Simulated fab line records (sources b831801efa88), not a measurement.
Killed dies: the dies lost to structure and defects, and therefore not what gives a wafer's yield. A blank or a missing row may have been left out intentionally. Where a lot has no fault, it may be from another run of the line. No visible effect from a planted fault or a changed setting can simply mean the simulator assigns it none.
Tool commonality check | flow sky130 | 11 lots and 33 wafers in the sample

== REASON FOR OPENING ==
3 of 11 lots carry a flag on the reading VT_ADJUST_NCORE_TW at SKY_VT_ADJUST_NCORE_TW_MEAS_11. Fault-free wafers read 219.6, with a standard deviation of 1.1.
Rule: a lot is flagged when every wafer of it that has a number lies more than 4 standard deviations from that mean, or none has a number. All remaining lots are regarded as sound.

lot  | measured     | on           | VT_ADJUST_NCORE_TW, wafer by wafer | flag
L821 | day 8 04:19  | filmMetro-04 | 218.3 220.0 219.0                  | 
L823 | day 9 15:47  | filmMetro-03 | 218.8 217.2 218.4                  | 
L825 | day 9 18:39  | filmMetro-02 | 221.8 220.5 221.0                  | 
L824 | day 9 19:25  | filmMetro-04 | 220.3 218.9 219.0                  | 
L826 | day 10 09:43 | filmMetro-04 | 219.4 219.4 219.5                  | 
L829 | day 11 05:39 | filmMetro-02 | 220.1 219.5 220.8                  | 
L830 | day 11 07:36 | filmMetro-03 | 220.0 220.9 219.8                  | 
L836 | day 13 01:41 | filmMetro-04 | 230.3 230.1 228.4                  | FLAGGED
L837 | day 13 04:22 | filmMetro-04 | 229.7 230.7 230.8                  | FLAGGED
L838 | day 13 14:27 | filmMetro-03 | 231.8 230.5 231.7                  | FLAGGED
L844 | day 15 18:14 | filmMetro-03 | 219.9 219.3 219.4                  | 
On average the flagged lots' numbers are 230.4, which is +10.8 against the usual, or +10 standard deviations.

== WHICH TOOL EACH LOT WENT THROUGH ==
2 process steps preceding the reading are held in the record, out of 708 steps in the route. Cell contents, in order: the tool; ch with the chambers the sampled wafers went through; the start.
lot  | flag    | SKY_VT_ADJUST_LVTN_STRIP_20         | SKY_VT_ADJUST_NCORE_IMPLANT_09
L821 |         | plasmaAsher-04 ch 0,1, day 7 08:25  | implanter-04 ch 0, day 8 04:04
L823 |         | plasmaAsher-01 ch 0,1, day 8 18:09  | implanter-03 ch 0, day 9 15:34
L825 |         | plasmaAsher-03 ch 0,1, day 8 21:05  | implanter-03 ch 0, day 9 18:25
L824 |         | plasmaAsher-01 ch 0,1, day 8 21:31  | implanter-04 ch 0, day 9 19:10
L826 |         | plasmaAsher-04 ch 0, day 9 10:52    | implanter-03 ch 0, day 10 09:28
L829 |         | plasmaAsher-04 ch 0,1, day 10 06:55 | implanter-03 ch 0, day 11 05:25
L830 |         | plasmaAsher-01 ch 0,1, day 10 08:46 | implanter-03 ch 0, day 11 07:21
L836 | FLAGGED | plasmaAsher-04 ch 0,1, day 12 00:10 | implanter-04 ch 0, day 13 01:26
L837 | FLAGGED | plasmaAsher-04 ch 0,1, day 12 03:34 | implanter-04 ch 0, day 13 04:08
L838 | FLAGGED | plasmaAsher-01 ch 0,1, day 12 12:55 | implanter-04 ch 0, day 13 14:13
L844 |         | plasmaAsher-01 ch 0,1, day 14 15:31 | implanter-02 ch 0, day 15 17:59
What is done by these steps:
- SKY_VT_ADJUST_LVTN_STRIP_20: strips in O2/N2.
- SKY_VT_ADJUST_NCORE_IMPLANT_09
- SKY_VT_ADJUST_NCORE_TW_MEAS_11

== FLAGGED AGAINST TOTAL, ONE TOOL AT A TIME (gauges that did the reading follow at the end) ==
step                           | tool           | lots run | flagged | share of the flagged lots | sound lots run after its first flagged lot
SKY_VT_ADJUST_LVTN_STRIP_20    | plasmaAsher-01 | 5        | 1       | some                      | 1 (L844)
SKY_VT_ADJUST_LVTN_STRIP_20    | plasmaAsher-03 | 1        | 0       | none                      | -
SKY_VT_ADJUST_LVTN_STRIP_20    | plasmaAsher-04 | 5        | 2       | some                      | 0
SKY_VT_ADJUST_NCORE_IMPLANT_09 | implanter-02   | 1        | 0       | none                      | -
SKY_VT_ADJUST_NCORE_IMPLANT_09 | implanter-03   | 5        | 0       | none                      | -
SKY_VT_ADJUST_NCORE_IMPLANT_09 | implanter-04   | 5        | 3       | all                       | 0
SKY_VT_ADJUST_NCORE_TW_MEAS_11 | filmMetro-02   | 2        | 0       | none                      | -
SKY_VT_ADJUST_NCORE_TW_MEAS_11 | filmMetro-03   | 4        | 1       | some                      | 1 (L844)
SKY_VT_ADJUST_NCORE_TW_MEAS_11 | filmMetro-04   | 5        | 2       | some                      | 0

== WHAT IS ALLOWED BY THE TABLE ==
Rows of the table that ran each flagged lot: 1, that is implanter-04 at SKY_VT_ADJUST_NCORE_IMPLANT_09.
- implanter-04 at SKY_VT_ADJUST_NCORE_IMPLANT_09 ran 5 lots, 3 of them flagged. Last sound lot L824 at day 9 19:10, first flagged lot L836 at day 13 01:26; a fault beginning in between fits. Its own readings lie more than 4 standard deviations out on every wafer of the flagged lots: beamOnS, endStationPressureTorr, faradayCurrentUA.
Just one tool remains: implanter-04 at SKY_VT_ADJUST_NCORE_IMPLANT_09.

== WHAT THE SIMULATOR PUT IN ==
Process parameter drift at SKY_VT_ADJUST_NCORE_IMPLANT_09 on implanter-04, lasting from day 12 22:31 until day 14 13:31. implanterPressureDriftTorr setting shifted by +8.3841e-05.
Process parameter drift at SKY_VT_ADJUST_NCORE_IMPLANT_09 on implanter-04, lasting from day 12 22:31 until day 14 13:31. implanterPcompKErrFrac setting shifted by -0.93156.
Shown lots that were struck: L836, L837, L838. The rule above reached the same finding.
